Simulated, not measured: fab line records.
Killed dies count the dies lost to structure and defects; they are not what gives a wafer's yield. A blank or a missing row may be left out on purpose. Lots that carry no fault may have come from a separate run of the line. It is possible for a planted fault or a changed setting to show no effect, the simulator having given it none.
The tool behind it: which one? | flow gf180mcu | 14 lots with 42 wafers sampled at 5 steps, on a route of 602 steps

WHAT EACH GAUGE READ, for each wafer
GF_V2_CD_MEAS_14: the cd target is 260 nm.
lot  | measured     | on       | cdNm (nm)
L151 | day 20 21:08 | cdSem-02 | 258.4 258.3 257.3
L153 | day 21 19:44 | cdSem-01 | 260.5 259.0 260.2
L156 | day 22 23:50 | cdSem-01 | 261.1 260.9 259.8
L161 | day 24 17:22 | cdSem-02 | 257.4 256.5 256.9
L160 | day 24 19:18 | cdSem-01 | 258.7 260.1 258.4
L163 | day 25 16:05 | cdSem-01 | 260.9 259.5 260.4
L164 | day 25 17:35 | cdSem-02 | 260.2 259.0 260.1
L165 | day 26 02:53 | cdSem-01 | 261.5 261.1 260.2
L166 | day 26 11:34 | cdSem-02 | 259.5 259.0 259.8
L167 | day 26 19:28 | cdSem-02 | 259.4 258.3 259.7
L169 | day 27 02:32 | cdSem-02 | 258.4 257.9 258.4
L170 | day 27 11:47 | cdSem-01 | 261.8 262.5 261.8
L171 | day 27 13:41 | cdSem-01 | 260.6 260.0 259.5
L172 | day 27 21:01 | cdSem-01 | 259.2 259.6 258.9

GF_M4_THK_MEAS_06: measures by xrf.
lot  | measured     | on           | M4_ALCU_THK (nm)
L151 | day 23 01:20 | filmMetro-01 | 438 443 444
L153 | day 23 23:05 | filmMetro-02 | 441 451 434
L156 | day 25 01:58 | filmMetro-01 | 448 453 449
L161 | day 26 19:37 | filmMetro-02 | 506 497 500
L160 | day 26 18:43 | filmMetro-01 | 496 499 497
L163 | day 27 13:25 | filmMetro-02 | 445 449 447
L164 | day 27 15:14 | filmMetro-01 | 441 432 444
L165 | day 28 00:52 | filmMetro-01 | 445 451 446
L166 | day 28 07:49 | filmMetro-02 | 442 448 444
L167 | day 28 16:02 | filmMetro-01 | 444 449 441
L169 | day 28 22:30 | filmMetro-02 | 446 450 448
L170 | day 29 06:59 | filmMetro-01 | 451 451 443
L171 | day 29 08:51 | filmMetro-01 | 451 446 446
L172 | day 29 17:01 | filmMetro-02 | 442 439 440

TOOL THAT RAN EACH LOT (tool first, then ch and the chambers of the sampled wafers, then the start)
lot  | GF_M2_SPUTTER_00            | GF_V3_CVD_02                    | GF_M4_SPUTTER_04
L151 | pvdSputter-02, day 18 18:27 | pecvd-03 ch 0,1,2, day 21 23:29 | pvdSputter-01, day 23 01:11
L153 | pvdSputter-01, day 19 18:16 | pecvd-02 ch 0,1,2, day 22 22:07 | pvdSputter-01, day 23 22:56
L156 | pvdSputter-03, day 20 23:47 | pecvd-01 ch 0,1,2, day 24 00:46 | pvdSputter-01, day 25 01:48
L161 | pvdSputter-03, day 22 19:32 | pecvd-03 ch 1,2, day 25 20:13   | pvdSputter-02, day 26 19:26
L160 | pvdSputter-03, day 22 20:52 | pecvd-03 ch 1,2, day 25 19:31   | pvdSputter-02, day 26 18:31
L163 | pvdSputter-02, day 23 19:21 | pecvd-03 ch 1,2, day 26 14:28   | pvdSputter-02, day 27 13:14
L164 | pvdSputter-01, day 23 20:05 | pecvd-03 ch 1,2, day 26 16:34   | pvdSputter-02, day 27 15:05
L165 | pvdSputter-03, day 24 06:59 | pecvd-03 ch 1,2, day 27 02:26   | pvdSputter-03, day 28 00:41
L166 | pvdSputter-01, day 24 16:42 | pecvd-01 ch 0,1, day 27 10:30   | pvdSputter-03, day 28 07:38
L167 | pvdSputter-03, day 24 23:12 | pecvd-01 ch 0,1,2, day 27 17:58 | pvdSputter-03, day 28 15:52
L169 | pvdSputter-03, day 25 08:36 | pecvd-02 ch 0,1,2, day 28 00:52 | pvdSputter-02, day 28 22:20
L170 | pvdSputter-03, day 25 17:04 | pecvd-03 ch 1,2, day 28 09:45   | pvdSputter-02, day 29 06:50
L171 | pvdSputter-02, day 25 19:36 | pecvd-03 ch 1, day 28 11:27     | pvdSputter-01, day 29 08:41
L172 | pvdSputter-02, day 26 03:32 | pecvd-02 ch 0,2, day 28 19:19   | pvdSputter-02, day 29 16:50
- GF_M2_SPUTTER_00: material Ti, target thk 37.5 nm, time 150 s.
- GF_V3_CVD_02: deposits SiO2 from TEOS, target thk 850 nm, time 94.851 s.
- GF_M4_SPUTTER_04: material TiN, target thk 50 nm, time 41.7 s.

WHAT THE TOOLS THEMSELVES READ (means of the sampled wafers that have a number; where no wafer has one, the mark that the record gives instead)
GF_M2_SPUTTER_00.
lot  | tool          | cathodeDcPowerW (W) | chamberPressurePa (Pa) | throttleValvePct (%)
L151 | pvdSputter-02 | 4000.3              | 2.000                  | 29.9
L153 | pvdSputter-01 | 3999.6              | 1.998                  | 29.6
L156 | pvdSputter-03 | 3999.3              | 2.000                  | 29.7
L161 | pvdSputter-03 | 4000.1              | 2.002                  | 31.0
L160 | pvdSputter-03 | 3999.6              | 1.999                  | 29.1
L163 | pvdSputter-02 | 4000.0              | 2.002                  | 30.2
L164 | pvdSputter-01 | 3999.8              | 2.000                  | 29.5
L165 | pvdSputter-03 | 4001.0              | 2.002                  | 29.1
L166 | pvdSputter-01 | 4000.2              | 2.001                  | 29.5
L167 | pvdSputter-03 | 4000.7              | 2.000                  | 30.5
L169 | pvdSputter-03 | 4000.3              | 1.997                  | 29.7
L170 | pvdSputter-03 | 4000.4              | 2.000                  | 28.6
L171 | pvdSputter-02 | 4000.6              | 2.002                  | 30.3
L172 | pvdSputter-02 | 3999.7              | 2.003                  | 30.2

GF_V3_CVD_02.
lot  | tool     | heaterPowerW (W)
L151 | pecvd-03 | 678
L153 | pecvd-02 | 739
L156 | pecvd-01 | 727
L161 | pecvd-03 | 644
L160 | pecvd-03 | 639
L163 | pecvd-03 | 608
L164 | pecvd-03 | 662
L165 | pecvd-03 | 637
L166 | pecvd-01 | 744
L167 | pecvd-01 | 650
L169 | pecvd-02 | 803
L170 | pecvd-03 | 645
L171 | pecvd-03 | 575
L172 | pecvd-02 | 740

GF_M4_SPUTTER_04.
lot  | tool          | cathodeDcPowerW (W) | chamberPressurePa (Pa) | throttleValvePct (%)
L151 | pvdSputter-01 | 6498.4              | 0.4010                 | 29.6
L153 | pvdSputter-01 | 6500.2              | 0.4003                 | 29.5
L156 | pvdSputter-01 | 6500.9              | 0.3996                 | 28.7
L161 | pvdSputter-02 | -                   | -                      | -
L160 | pvdSputter-02 | -                   | -                      | -
L163 | pvdSputter-02 | 6500.9              | 0.4001                 | 29.7
L164 | pvdSputter-02 | 6500.0              | 0.4002                 | 29.9
L165 | pvdSputter-03 | 6500.3              | 0.3998                 | 29.2
L166 | pvdSputter-03 | 6500.3              | 0.4005                 | 28.8
L167 | pvdSputter-03 | 6499.5              | 0.3997                 | 28.7
L169 | pvdSputter-02 | 6499.7              | 0.4003                 | 30.2
L170 | pvdSputter-02 | 6500.1              | 0.4003                 | 30.0
L171 | pvdSputter-01 | 6501.0              | 0.4003                 | 29.5
L172 | pvdSputter-02 | 6499.5              | 0.3995                 | 31.0

THE ANSWER, worked out from the rows above alone
Rule: usual is defined by the lots themselves. Put in order of their means at a reading, lots are off if they are a third of the lots or fewer, leave a main group of 4 or more, and stand apart from it by a gap of 3 or more times the standard deviation of the main group's means; of several such gaps the widest counts. If all means in a main group match to the digits the tables above print for the reading, that group is not used. Also off: a lot with no number at a reading for which 4 or more lots have one. Where the step has rows for the other lots, those lots are counted as sound. After the gauges, taken in route order, come the tools' own readings; for these a lot's mean is taken, as printed above. The first step at which some lot is off is used, and at that step the reading that is off furthest; a lot without a number counts as furthest.
Off: at GF_M4_THK_MEAS_06 (M4_ALCU_THK), L161, L160. The main group has a mean of 445 nm with a standard deviation of 3.4.
If a tool, at a process step before that reading, ran all the lots that are off and no sound lot after the first of them, it fits. The gauges at GF_M4_THK_MEAS_06 aren't tried: what is off there is off at GF_M4_SPUTTER_04 too, on other tools, and a gauge's error can't cause that. Not one of the candidates tried fits.

WHAT THE SIMULATOR HAD PUT IN
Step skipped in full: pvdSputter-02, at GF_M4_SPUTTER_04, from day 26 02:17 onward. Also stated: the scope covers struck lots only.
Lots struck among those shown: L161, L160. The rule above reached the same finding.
